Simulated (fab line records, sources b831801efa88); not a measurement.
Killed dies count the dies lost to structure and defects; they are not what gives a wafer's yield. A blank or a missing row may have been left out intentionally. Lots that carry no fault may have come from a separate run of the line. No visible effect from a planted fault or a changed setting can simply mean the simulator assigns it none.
Which tool did it? | flow sfqLine | Sampling: 14 lots, 41 wafers, 2 of 325 route steps

== WHAT THE GAUGES READ, wafer by wafer ==
Not one reading of a measure or inspect step in the record can be checked against a usual standard deviation.

== WHAT TOOL EACH LOT RAN ON (gives the tool, then ch and the chambers of the sampled wafers, and finally the start) ==
lot  | SFQ_TRILAYER_L0_CAP_PECVD_011   | SFQ_TRILAYER_L0_VIA_ETCH_VIA_ETCH_016
L211 | pecvd-04 ch 0,1,2, day 2 11:16  | rieDiel-04 ch 0,2, day 4 22:02
L212 | pecvd-04 ch 0,2, day 2 13:41    | rieDiel-01 ch 0,3, day 4 23:14
L213 | pecvd-03 ch 0,1,2, day 4 07:53  | rieDiel-02 ch 0,2,3, day 7 16:21
L214 | pecvd-03 ch 0,1, day 4 16:50    | rieDiel-01 ch 1,2, day 8 09:24
L217 | pecvd-01 ch 0,1,2, day 5 17:54  | rieDiel-02 ch 1,2, day 9 09:24
L220 | pecvd-01 ch 1,2, day 6 11:11    | rieDiel-02 ch 1, day 10 10:36
L223 | pecvd-01 ch 0,1, day 7 08:46    | rieDiel-04 ch 0,1,3, day 11 09:46
L227 | pecvd-04 ch 0,1, day 8 13:49    | rieDiel-01 ch 0,2,3, day 12 15:54
L228 | pecvd-03 ch 0,1, day 8 21:01    | rieDiel-01 ch 1,2,3, day 13 00:18
L229 | pecvd-04 ch 0,1,2, day 9 00:37  | rieDiel-02 ch 0,1,2, day 13 06:13
L230 | pecvd-04 ch 0,1,2, day 9 04:13  | rieDiel-01 ch 0,3, day 13 12:13
L231 | pecvd-04 ch 0,1,2, day 9 09:01  | rieDiel-04 ch 0,1,3, day 13 19:25
L232 | pecvd-03 ch 0,1,2, day 9 16:13  | rieDiel-04 ch 0,1,3, day 14 02:37
L234 | pecvd-01 ch 0,1,2, day 10 07:49 | rieDiel-02 ch 0,2,3, day 14 17:01
- SFQ_TRILAYER_L0_CAP_PECVD_011: deposits SiO2 from SiH4/N2O, time 13.333 s, target thk 60 nm.
- SFQ_TRILAYER_L0_VIA_ETCH_VIA_ETCH_016: etches SiO2 in CHF3, stops on MoNx KI, target depth 80 nm.

== AS READ BY THE TOOLS THEMSELVES (means over the sampled wafers that have a number; for cases with no such wafer, the mark the record gives instead) ==
SFQ_TRILAYER_L0_CAP_PECVD_011.
lot  | tool     | heaterPowerW (W) | throttleValvePct (%)
L211 | pecvd-04 | 79               | 23.0
L212 | pecvd-04 | 83               | 22.6
L213 | pecvd-03 | 87               | 27.3
L214 | pecvd-03 | 87               | 26.2
L217 | pecvd-01 | 83               | 26.9
L220 | pecvd-01 | 82               | 24.8
L223 | pecvd-01 | 82               | 28.9
L227 | pecvd-04 | 82               | 23.2
L228 | pecvd-03 | 83               | 28.4
L229 | pecvd-04 | 82               | 23.2
L230 | pecvd-04 | 77               | 23.1
L231 | pecvd-04 | 86               | 23.2
L232 | pecvd-03 | 86               | 27.4
L234 | pecvd-01 | 88               | 22.9

SFQ_TRILAYER_L0_VIA_ETCH_VIA_ETCH_016.
lot  | tool       | drypumpMotorCurrentA (A) | oesProductAu (a.u.)
L211 | rieDiel-04 | 6.1                      | 0.850
L212 | rieDiel-01 | 6.0                      | 0.843
L213 | rieDiel-02 | 6.1                      | 0.843
L214 | rieDiel-01 | 4.9                      | 0.838
L217 | rieDiel-02 | 5.4                      | 0.835
L220 | rieDiel-02 | 5.4                      | 0.914
L223 | rieDiel-04 | 5.7                      | 0.888
L227 | rieDiel-01 | 5.5                      | 0.838
L228 | rieDiel-01 | 4.9                      | 0.850
L229 | rieDiel-02 | 5.7                      | 0.840
L230 | rieDiel-01 | 6.0                      | 0.841
L231 | rieDiel-04 | 5.7                      | 0.837
L232 | rieDiel-04 | 5.7                      | 0.849
L234 | rieDiel-02 | 6.0                      | 0.842

== THE ANSWER, worked out from the rows above alone ==
Rule: what is usual is taken from the lots themselves. The widest of any qualifying gaps counts: lots, ordered by their means at a reading, are off when they make up no more than a third of the lots, leave a main group of 4 or more, and stand apart from it by 3 or more times the standard deviation of that group's means. If all means in a main group match to the digits the tables above print for the reading, that group is not used. Also off: a lot with no number at a reading for which 4 or more lots have one. Any other lot the step has rows for is counted as sound. Order of review: gauges by route order, followed by the tools' own readings, for which a lot's mean as printed above is used. The first step at which some lot is off is used, and at that step the reading that is off furthest; a lot without a number counts as furthest.
Off, at SFQ_TRILAYER_L0_VIA_ETCH_VIA_ETCH_016 on oesProductAu: L220, L223. Mean 0.842 a.u. and standard deviation 0.0049 in the main group.
A tool fits if, at that step or a process step before it, it ran every lot that is off, and no sound lot after the first of them. Not one of the candidates tried fits.

== WHAT THE SIMULATOR PUT IN ==
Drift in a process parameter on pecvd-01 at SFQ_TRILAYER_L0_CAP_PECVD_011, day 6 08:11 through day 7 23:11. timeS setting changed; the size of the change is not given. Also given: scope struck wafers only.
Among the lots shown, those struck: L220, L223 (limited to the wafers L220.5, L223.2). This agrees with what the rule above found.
